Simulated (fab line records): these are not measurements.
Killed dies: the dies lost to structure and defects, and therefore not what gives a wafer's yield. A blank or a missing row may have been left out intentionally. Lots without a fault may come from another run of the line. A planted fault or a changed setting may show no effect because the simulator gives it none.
A struck lot beside a sound one | flow sky130 | 14 steps out of a route of 708
Sound: wafers L232.1, L232.2, L232.6. Wafers struck: L242.4, L242.5, L242.6. Last of all comes the cause.
Per side, at each step with rows, come the tool, then ch with its chambers, and then its first start. Under that, the readings that differ: sound wafers | struck wafers | difference of the means | sigmas: that difference in standard deviations of wafers without a fault.
alike: readings whose means differ by less than 2 such deviations, and words and numbers that are the same on both sides. not compared: withheld readings, readings that some wafer has no value for, bounds like >300 that may hide the same value, and numbers for which the record gives no deviation and whose values overlap.
The two part at a step that has a row with sigmas, a row that says differs or no value, or rows on one side only. Numbers that don't overlap but have no deviation are shown without sigmas and don't part them. A reading that every wafer of one side lacks parts them only if that side has two wafers or more.

first, 4 steps without rows for these wafers: SKY_LDD_HVP_SOFTBAKE_03 (time 60 s); SKY_LDD_HVP_EXPOSE_04 (exposes mask HVPTM, target cd 700 nm); SKY_LDD_HVP_PEB_05; SKY_LDD_HVP_DEVELOP_06 (develop time 60 s).
SKY_LDD_HVP_OVL_MEAS_07:
  sound on overlay-01, day 23 04:47; struck on overlay-01, day 27 04:28
  alike: LDD_HVP_OVL
then, 1 step without rows for these wafers: SKY_LDD_HVP_IMPLANT_08.
SKY_LDD_HVP_STRIP_09: strips in O2/N2.
  sound on plasma-asher-03 ch 0,1, day 23 04:59; struck on plasma-asher-01 ch 0,1, day 27 04:40
  reading                     | sound       | struck      | difference | sigmas
  drypump-motor-current-A (A) | 4.9 5.2 5.2 | 5.9 6.0 5.9 | +0.8       | +2
  alike: o2-flow-sccm, oes-product-au, strip-time-to-endpoint-s
  not compared: rf-hours-counter-h
SKY_LDD_HVP_TW_MEAS_10:
  sound on film-metro-04, day 23 05:05; struck on film-metro-03, day 27 04:46
  alike: LDD_HVP_TW
then, 4 steps without rows for these wafers: SKY_LDD_LDN_DEHYDRATE_00 (time 60 s); SKY_LDD_LDN_HMDS_01 (prime time 60 s); SKY_LDD_LDN_COAT_02 (resist thk 1140 nm); SKY_LDD_LDN_SOFTBAKE_03 (time 60 s).
SKY_LDD_LDN_EXPOSE_04: exposes mask LDNTM, target cd 700 nm.
  struck on iline-stepper-02, day 27 18:25; sound on iline-stepper-01 ch 0, day 23 19:16
  no value came back on the struck wafers for exposure-dose-mJ-cm2, focus-offset-nm (nm); on the sound wafers exposure-dose-mJ-cm2 reads 140.15 140.03 140.06
  alike: mask
then, 1 step without rows for these wafers: SKY_LDD_LDN_PEB_05.

WHERE THEY PART
Last at SKY_LDD_LDN_EXPOSE_04 as far as this record goes, first at SKY_LDD_HVP_STRIP_09.

WHY: what the simulator had put in
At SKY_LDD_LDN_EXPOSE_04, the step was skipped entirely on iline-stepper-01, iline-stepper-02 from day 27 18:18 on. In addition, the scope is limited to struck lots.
